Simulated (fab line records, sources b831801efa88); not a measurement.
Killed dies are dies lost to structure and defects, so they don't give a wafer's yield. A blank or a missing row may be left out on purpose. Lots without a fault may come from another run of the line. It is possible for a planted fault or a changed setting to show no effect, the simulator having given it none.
Problem report, 8D (eight disciplines) form, completed by code | flow gf180mcu | the parts of the form that need people (team, actions taken, sign-off) are left out

## 1. PROBLEM STATEMENT
Wafers free of any fault read 1060 (standard deviation 9.3) for HV_LDD_2_TW at GF_HV_LDD_TW_MEAS_23, against a mean of 917 on 6 wafers of 2 lots. That is -15 standard deviations from the usual mean.
Earliest sighting: wafer L505.1 on film metro-03 at day 16 19:32. The record has a number at this step for 36 wafers belonging to 12 lots. By rule, "out" or "out of limits" means more than 4 standard deviations away from the usual mean. The rest of the wafers with a number are treated as sound.

## 2. WHAT IT IS, WHAT IT ISN'T
question                    | is                           | is not
which readings at this step | HV_LDD_2_TW                  | -
which lots                  | L505, L506                   | L487, L488, L490, L492, L495, L497, L500, L507, L508, L509
which wafers of those lots  | all that have a number       | -
read on which gauges        | film metro-01, film metro-03 | film metro-02
when                        | from day 16 19:32            | up to then (21 sound wafers); but 9 sound wafers of L507, L508, L509 came after

## 3. WHAT RULES OUT EACH SUSPECT
Counting: a tool at a process step up to the reading stays a suspect if it ran every lot that is out and no sound lot after the first of them.
- the gauge at GF_HV_LDD_TW_MEAS_23 has been ruled out. The wafers that are out were read on 2 gauges (film metro-01, film metro-03).
- implanter-03 at GF_HV_LDD_IMPLANT_21: kept. It ran every lot that is out, first L505 (day 16 19:17), and no sound lot after that; its last sound lot up to then is L500 (day 15 17:04). On those wafers its own readings are out: dose ions cm2, faraday current uA.
Remaining after the count: implanter-03 at GF_HV_LDD_IMPLANT_21.

## 4. THE CAUSE (what the simulator had put in)
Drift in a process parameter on implanter-03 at GF_HV_LDD_IMPLANT_21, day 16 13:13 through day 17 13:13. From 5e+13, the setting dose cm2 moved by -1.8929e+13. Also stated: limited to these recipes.
The count eliminated every tool but this one.

## 5. SEQUENCE OF EFFECTS, ordered by route
One row per reading whose mean, taken over the struck wafers that have a number, lies over 3 standard deviations from the usual. Scope: only readings with a usual standard deviation given in the record; hours: median across lots of the time from each lot's start at the first step in this table that gives one to its start at this step; sigmas: change in usual standard deviations.
hours | step                 | reading            | usual     | on struck wafers | change     | sigmas
0     | GF_HV_LDD_IMPLANT_21 | dose ions cm2      | 4.999e+13 | 3.104e+13        | -1.895e+13 | -99 or more
0     | GF_HV_LDD_IMPLANT_21 | faraday current uA | 281       | 175              | -106       | -21
0     | GF_HV_LDD_TW_MEAS_23 | HV_LDD_2_TW        | 1060      | 917              | -143       | -15
Process steps it contains:
- GF_HV_LDD_IMPLANT_21

## 6. HOW IT WOULD HAVE BEEN CAUGHT EARLIER
Counted from the fault's start at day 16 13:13, it took 6 hours until the first out-of-limits reading at a measuring or inspecting step in this record, taken at day 16 19:32.
At GF_HV_LDD_IMPLANT_21, the tool's own readings (dose ions cm2, faraday current uA) were out on each struck wafer the step has a row for, so an alarm limit on them would have fired on the first such wafer.
Among the 2 lots that are out, L506 began GF_HV_LDD_IMPLANT_21 on implanter-03 after day 16 19:32. It would have been spared by a hold on the tool at that moment.
